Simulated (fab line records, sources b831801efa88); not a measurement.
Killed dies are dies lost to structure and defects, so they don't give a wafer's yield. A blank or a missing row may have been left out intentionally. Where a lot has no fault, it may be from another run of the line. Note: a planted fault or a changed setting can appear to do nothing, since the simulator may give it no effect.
Matching of chambers || flow sky130 || rie_diel-01 running SKY_METAL4_ETCH_17: 4 sister chambers
The step etches SiO2 in C4F8/O2/Ar, stops on TiN, time 3.9 s, target depth 15 nm. 8 wafers are shown with their chamber, then 8 later ones without.

## WAFERS PAIRED WITH THEIR CHAMBERS
{"wafer": "L084.1", "chamber": 0, "oes_product_au (a.u.)": 0.747}
{"wafer": "L084.3", "chamber": 3, "oes_product_au (a.u.)": 0.758}
{"wafer": "L084.5", "chamber": 1, "oes_product_au (a.u.)": 0.752}
{"wafer": "L084.6", "chamber": 2, "oes_product_au (a.u.)": 0.742}
{"wafer": "L090.1", "chamber": 0, "oes_product_au (a.u.)": 0.747}
{"wafer": "L090.2", "chamber": 1, "oes_product_au (a.u.)": 0.753}
{"wafer": "L090.3", "chamber": 3, "oes_product_au (a.u.)": 0.745}
{"wafer": "L090.4", "chamber": 2, "oes_product_au (a.u.)": 0.754}

## WAFERS WITH NO CHAMBER GIVEN
{"wafer": "L090.5", "oes_product_au (a.u.)": 0.755}
{"wafer": "L090.6", "oes_product_au (a.u.)": 0.749}
{"wafer": "L091.1", "oes_product_au (a.u.)": 0.744}
{"wafer": "L091.2", "oes_product_au (a.u.)": 0.740}
{"wafer": "L091.3", "oes_product_au (a.u.)": 0.746}
{"wafer": "L091.4", "oes_product_au (a.u.)": 0.749}
{"wafer": "L091.5", "oes_product_au (a.u.)": 0.750}
{"wafer": "L091.6", "oes_product_au (a.u.)": 0.747}

## WHICH CHAMBER EACH WENT THROUGH
{"wafer": "L090.5", "from the rows above": "can't be placed: 1 or 3 or 2 or 0", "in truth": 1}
{"wafer": "L090.6", "from the rows above": "can't be placed: 2 or 0 or 3 or 1", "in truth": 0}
{"wafer": "L091.1", "from the rows above": "can't be placed: 0 or 2 or 3 or 1", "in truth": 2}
{"wafer": "L091.2", "from the rows above": "can't be placed: 0 or 2 or 3 or 1", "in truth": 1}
{"wafer": "L091.3", "from the rows above": "can't be placed: 0 or 2 or 3 or 1", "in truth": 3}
{"wafer": "L091.4", "from the rows above": "can't be placed: 2 or 0 or 3 or 1", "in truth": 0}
{"wafer": "L091.5", "from the rows above": "can't be placed: 3 or 2 or 1 or 0", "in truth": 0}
{"wafer": "L091.6", "from the rows above": "can't be placed: 0 or 2 or 3 or 1", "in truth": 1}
0 of 8 placed correctly. Cannot be placed on the basis of these rows: 8; the candidates contain the true chamber in 8. Wrongly placed: 0.
How it was worked out, from the rows above alone: a wafer's distance from a chamber is the root of the sum, over the readings, of the square of ((its reading less the chamber's mean) divided by the reading's scatter). If the next closest chamber is less than 2 further off than the closest, the wafer can't be placed; otherwise it belongs to the closest. The mean given for a chamber averages the wafers shown for that chamber. How the scatter is found: for the shown wafers, subtract from each reading the mean of its chamber, square and add these, divide the total by (wafers less chambers), then take the root.
